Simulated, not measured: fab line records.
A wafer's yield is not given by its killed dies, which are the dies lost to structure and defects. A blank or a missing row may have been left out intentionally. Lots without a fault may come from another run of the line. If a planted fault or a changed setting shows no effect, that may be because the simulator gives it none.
Which tool did it?	flow gf180mcu	6 lots, 18 wafers sampled, at 4 steps of a route of 602

WHAT THE GAUGES SHOWED, per wafer
GF_PASSIVATION_BOW_MEAS_14.
lot	measured	on	PASSIVATION_BOW (um)
L410	day 29 08:50	film_metro-01	133 127 124
L414	day 30 18:07	film_metro-02	141 145 141
L417	day 31 09:22	film_metro-02	142 124 126
L425	day 33 14:38	film_metro-03	145 141 144
L429	day 34 10:27	film_metro-03	114 133 123
L432	day 34 22:22	film_metro-02	145 142 147

EACH LOT AND THE TOOL THAT RAN IT (in order: tool; ch and the chambers of the sampled wafers; start)
lot	GF_M2_STRIP_17	GF_TOP_METAL_STRIP_17	GF_PASSIVATION_STRIP_12
L410	plasma_asher-04 ch 0,1, day 19 16:17	plasma_asher-02 ch 0,1, day 28 11:01	plasma_asher-01 ch 0,1, day 29 07:14
L414	plasma_asher-01 ch 0,1, day 21 07:28	plasma_asher-04 ch 0,1, day 29 20:55	plasma_asher-01 ch 0,1, day 30 16:29
L417	plasma_asher-04 ch 0,1, day 22 07:23	plasma_asher-03 ch 0,1, day 30 13:31	plasma_asher-01 ch 0,1, day 31 07:46
L425	plasma_asher-04 ch 0,1, day 25 03:00	plasma_asher-04 ch 0,1, day 32 20:08	plasma_asher-04 ch 0,1, day 33 13:02
L429	plasma_asher-03 ch 0,1, day 26 06:29	plasma_asher-02 ch 0,1, day 33 16:20	plasma_asher-01 ch 0,1, day 34 08:50
L432	plasma_asher-04 ch 1, day 26 23:59	plasma_asher-02 ch 0,1, day 34 05:38	plasma_asher-01 ch 0, day 34 20:46
- GF_M2_STRIP_17: strips in O2/N2.
- GF_TOP_METAL_STRIP_17: strips in O2/N2.
- GF_PASSIVATION_STRIP_12: strips in O2/N2.

THE ANSWER, worked out from the rows above alone
Rule: usual is defined by the lots themselves. Put in order of their means at a reading, lots are off if they are a third of the lots or fewer, leave a main group of 4 or more, and stand apart from it by a gap of 3 or more times the standard deviation of the main group's means; of several such gaps the widest counts. A main group is skipped when, at the precision printed for the reading in the tables above, its means are all equal. Also off: a lot with no number at a reading for which 4 or more lots have one. Any other lot the step has rows for is counted as sound.
No lot is off on any of the readings shown, so nothing can be concluded from this.

WHAT THE SIMULATOR HAD PUT IN
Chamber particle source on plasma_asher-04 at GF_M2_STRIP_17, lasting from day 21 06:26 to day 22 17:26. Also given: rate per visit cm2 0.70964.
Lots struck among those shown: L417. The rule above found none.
